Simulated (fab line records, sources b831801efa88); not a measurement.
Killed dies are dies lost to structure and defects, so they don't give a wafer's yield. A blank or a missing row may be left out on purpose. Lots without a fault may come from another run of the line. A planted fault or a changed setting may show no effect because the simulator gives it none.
One fault seen from 2 desks | flow gf180mcu | each desk has only its own numbers; what lay behind them comes last

THE METROLOGY DESK
What the gauges read, lot by lot, whatever tool the lot ran on: means of the sampled wafers that have a number. A lot is out of limits, marked OUT, if its mean lies more than 4 standard deviations from the usual mean; the brackets give that distance.
Columns: A = V5_W_RS at GF_V5_RS_MEAS_24, usual 0.323 ohm/sq
lot  | first seen here | A
L219 | day 27 06:40    | 0.318
L221 | day 27 22:02    | 0.326
L223 | day 28 16:58    | 0.319
L224 | day 28 20:37    | 0.319
L228 | day 29 21:45    | 0.327
L229 | day 30 11:49    | 0.320
L230 | day 31 04:43    | 0.324
L231 | day 31 06:17    | 0.327
L233 | day 31 10:10    | 0.325
L232 | day 31 12:02    | 0.322
L235 | day 32 01:11    | 0.318
L236 | day 32 05:34    | 0.319
L237 | day 32 19:04    | 0.322
This desk's finding: nothing out of limits on any of the 13 lots.

THE TOOL OWNER'S DESK: plasma_asher-04
The tool's own readings at GF_VT_IMPLANT_STRIP_42 (strips in O2/N2): means of the sampled wafers that have a number, for each lot that ran on this tool. A lot is out of limits, marked OUT, if its mean lies more than 4 standard deviations from the usual mean; the brackets give that distance.
Columns: A = chamber_pressure_mTorr at GF_VT_IMPLANT_STRIP_42, usual 1500.1 mTorr; B = drypump_motor_current_A at GF_VT_IMPLANT_STRIP_42, usual 5.5 A; C = heater_power_w at GF_VT_IMPLANT_STRIP_42, usual 336 W; D = oes_product_au at GF_VT_IMPLANT_STRIP_42, usual 0.716 a.u.; E = strip_time_to_endpoint_s at GF_VT_IMPLANT_STRIP_42, usual 12.62 s
lot  | first seen here | A      | B   | C   | D     | E
L221 | day 8 02:41     | 1499.7 | 5.4 | 343 | 0.713 | 12.58
L223 | day 8 16:35     | 1500.0 | 5.6 | 316 | 0.713 | 12.59
L224 | day 8 21:23     | 1499.9 | 5.6 | 313 | 0.719 | 12.71
L230 | day 10 16:30    | 1501.1 | 5.8 | 291 | 0.714 | 12.56
L233 | day 11 11:38    | 1499.5 | 5.6 | 318 | 0.714 | 12.59
L235 | day 11 23:41    | 1500.1 | 5.6 | 324 | 0.712 | 12.66
L236 | day 12 06:44    | 1499.5 | 5.4 | 348 | 0.715 | 12.59
This desk's finding: nothing out of limits on any of the 7 lots.

PUT TOGETHER
The metrology desk saw nothing out of limits.
The tool owner's desk saw nothing out of limits.

WHAT THE SIMULATOR HAD PUT IN
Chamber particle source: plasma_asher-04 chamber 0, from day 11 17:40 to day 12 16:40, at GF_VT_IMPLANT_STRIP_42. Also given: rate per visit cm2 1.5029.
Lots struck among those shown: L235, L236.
